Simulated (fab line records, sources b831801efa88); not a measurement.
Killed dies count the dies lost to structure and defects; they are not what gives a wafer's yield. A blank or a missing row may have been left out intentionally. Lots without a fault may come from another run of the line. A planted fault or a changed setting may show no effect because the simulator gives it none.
Split-lot experiment | flow gf180mcu | route with 602 steps; 5 lots, 23 wafers read

== THE SPLIT ==
At GF_V1_PEB_12 (peb time 90 s), the setting peb_temp_c was moved away from the recipe's 135 C on 7 of the 23 wafers read, by -1.8% to +2.2%. The other wafers ran this setting at the recipe's value.

== FROM THE SPLIT ON TO THE READING: in between, the file shows 1 step ==
- GF_V1_DEVELOP_13: develop time 60 s

== THE READING ==
cd_nm at GF_V1_CD_MEAS_14, given in nm (cd target 260 nm). Typical for fault-free wafers on this fab line: 259.9 nm, with standard deviation 1.8 nm.

wafer  | tool, chamber at the split | peb_temp_c as run, C | against the recipe | cd_nm, nm | against lot-mates on the recipe
L077.1 | litho_track-03, 0          | 135                  | recipe             | 260.3     | -
L077.2 | litho_track-03, 0          | 136.4                | +1.0%              | 264.1     | +3.6
L077.4 | litho_track-03, 0          | 136.4                | +1.0%              | 263.3     | +2.8
L077.5 | litho_track-03, 0          | 135                  | recipe             | 260.6     | -
L077.6 | litho_track-03, 0          | 136.4                | +1.0%              | 265.1     | +4.6
L079.1 | litho_track-02, 0          | 135                  | recipe             | 257.8     | -
L079.2 | litho_track-02, 0          | 135                  | recipe             | 256.2     | -
L079.3 | litho_track-02, 0          | 135                  | recipe             | 256.3     | -
L079.4 | litho_track-02, 0          | 135                  | recipe             | 257.2     | -
L079.5 | litho_track-02, 0          | 135                  | recipe             | 257.3     | -
L080.2 | litho_track-02, 0          | 135                  | recipe             | 261.8     | -
L080.3 | litho_track-02, 0          | 135                  | recipe             | 260.2     | -
L080.4 | litho_track-02, 0          | 132.6                | -1.8%              | 253.5     | -7.5
L080.5 | litho_track-02, 0          | 135                  | recipe             | 260.9     | -
L080.6 | litho_track-02, 0          | 132.6                | -1.8%              | 252.9     | -8.1
L081.1 | litho_track-03, 0          | 138                  | +2.2%              | 267.1     | +8.0
L081.2 | litho_track-03, 0          | 135                  | recipe             | 259.5     | -
L081.3 | litho_track-03, 0          | 135                  | recipe             | 259.0     | -
L081.4 | litho_track-03, 0          | 135                  | recipe             | 258.9     | -
L081.5 | litho_track-03, 0          | 138                  | +2.2%              | 266.5     | +7.4
L082.2 | litho_track-03, 0          | 135                  | recipe             | 262.2     | -
L082.5 | litho_track-03, 0          | 135                  | recipe             | 261.4     | -
L082.6 | litho_track-03, 0          | 135                  | recipe             | 262.1     | -

FIT RESULTS
A straight line over all 23 wafers: cd_nm changes by +3.56 nm for each +1% of peb_temp_c; r = +0.88; the points scatter about the line by 1.8 nm.
The same after taking each lot's own level away (the mean of its wafers on the recipe; 23 wafers): +3.81 nm for each +1%; r = +0.98; scatter 0.63 nm.
According to that fit, moving peb_temp_c by its largest amount changes the reading by 8.5 nm.
The span of the lots' own levels, 256.96 to 261.90 nm, comes to 2.7 times the standard deviation stated above.
The two slopes are in agreement: the lot-to-lot level therefore moves the slope only a little.
Check: +8.39 nm against its lot-mates is what the line predicts for one of the wafers moved furthest among these (+2.2%) when that wafer is left out of the fit. It came out at +7.97 nm against them.

== FURTHER SPLITS ON THESE WAFERS ==
Before the reading, these wafers also passed through other splits. Each is held against what the fit with the lots' levels taken away leaves over:
other split on the same wafers | wafers away from the commonest value | r with cd_nm (lot level and that fit taken away)
GF_CONTACT_CVD_24 temp_c       | 8                                    | +0.03
GF_M1_SPUTTER_04 time_s        | 6                                    | -0.02
GF_M1_EXPOSE_11 dose_mj        | 10                                   | -0.11
GF_V1_CVD_02 time_s            | 5                                    | -0.15

== THE WHOLE CHAIN: every reading that the file lists as answering this split, in the file's order ==
step             | what it does         | reading                                                   | change (the file's fit)              | r (the file's)
GF_V1_CD_MEAS_14 | target cd 260 nm     | cd_nm                                                     | +3.78 nm for each +1% of the setting | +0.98
GF_V1_ETCH_16    | etches BARC in N2/H2 | V1.cd_nm (the simulator's own value, which no gauge read) | +3.69 nm for each +1% of the setting | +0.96

== THE FILE'S OWN FIT ==
cd_nm changes by +3.78 nm for each +1% of peb_temp_c, r = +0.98.
